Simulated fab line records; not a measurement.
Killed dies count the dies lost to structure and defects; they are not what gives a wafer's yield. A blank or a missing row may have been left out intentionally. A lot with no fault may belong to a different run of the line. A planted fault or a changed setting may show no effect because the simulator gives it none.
Which tool is to blame?    flow sky130    Sampling: 6 lots, 18 wafers, 3 of 708 route steps

== WHAT EACH GAUGE READ, for each wafer ==
SKY_LDD_P_TW_MEAS_11.
lot   measured      on             LDD_P_TW
L795  day 19 20:01  film-metro-02  643 638 639
L799  day 22 11:28  film-metro-01  633 635 636
L805  day 24 15:49  film-metro-01  635 632 631
L809  day 25 14:58  film-metro-02  635 636 639
L810  day 26 06:03  film-metro-02  582 584 583
L812  day 26 14:56  film-metro-01  637 632 640

== TOOL THAT RAN EACH LOT (tool first, then ch and the chambers of the sampled wafers, then the start) ==
lot   SKY_RES_PROTECT_STRIP_07              SKY_LDD_P_IMPLANT_09
L795  plasma-asher-04 ch 0,1, day 15 20:43  implanter-01 ch 0, day 19 19:46
L799  plasma-asher-04 ch 0,1, day 18 07:36  implanter-01 ch 0, day 22 11:15
L805  plasma-asher-01 ch 0,1, day 20 17:02  implanter-01 ch 0, day 24 15:34
L809  plasma-asher-04 ch 0,1, day 21 15:05  implanter-02 ch 0, day 25 14:45
L810  plasma-asher-04 ch 0,1, day 22 08:01  implanter-01 ch 0, day 26 05:49
L812  plasma-asher-01 ch 0,1, day 22 16:06  implanter-04 ch 0, day 26 14:43
- SKY_RES_PROTECT_STRIP_07: strips in O2/N2.
- SKY_LDD_P_IMPLANT_09

== THE ANSWER, worked out from the rows above alone ==
Rule: usual is defined by the lots themselves. The widest of any qualifying gaps counts: lots, ordered by their means at a reading, are off when they make up no more than a third of the lots, leave a main group of 4 or more, and stand apart from it by 3 or more times the standard deviation of that group's means. The tables above print the reading to a certain number of digits; a main group whose means all agree to those digits is not used. A lot without any number at a reading at which 4 lots or more have one is off too. All remaining lots with rows at the step are treated as sound.
Off: L810, at SKY_LDD_P_TW_MEAS_11 (LDD_P_TW). For the main group the mean is 636 and the standard deviation 2.4.
If a tool, at a process step before that reading, ran all the lots that are off and no sound lot after the first of them, it fits. Those tools and the gauges at SKY_LDD_P_TW_MEAS_11 are tried in the same way. Can't be told from this: 3 tools fit, plasma-asher-04 at SKY_RES_PROTECT_STRIP_07, implanter-01 at SKY_LDD_P_IMPLANT_09, film-metro-02 at SKY_LDD_P_TW_MEAS_11.

== WHAT THE SIMULATOR PUT IN ==
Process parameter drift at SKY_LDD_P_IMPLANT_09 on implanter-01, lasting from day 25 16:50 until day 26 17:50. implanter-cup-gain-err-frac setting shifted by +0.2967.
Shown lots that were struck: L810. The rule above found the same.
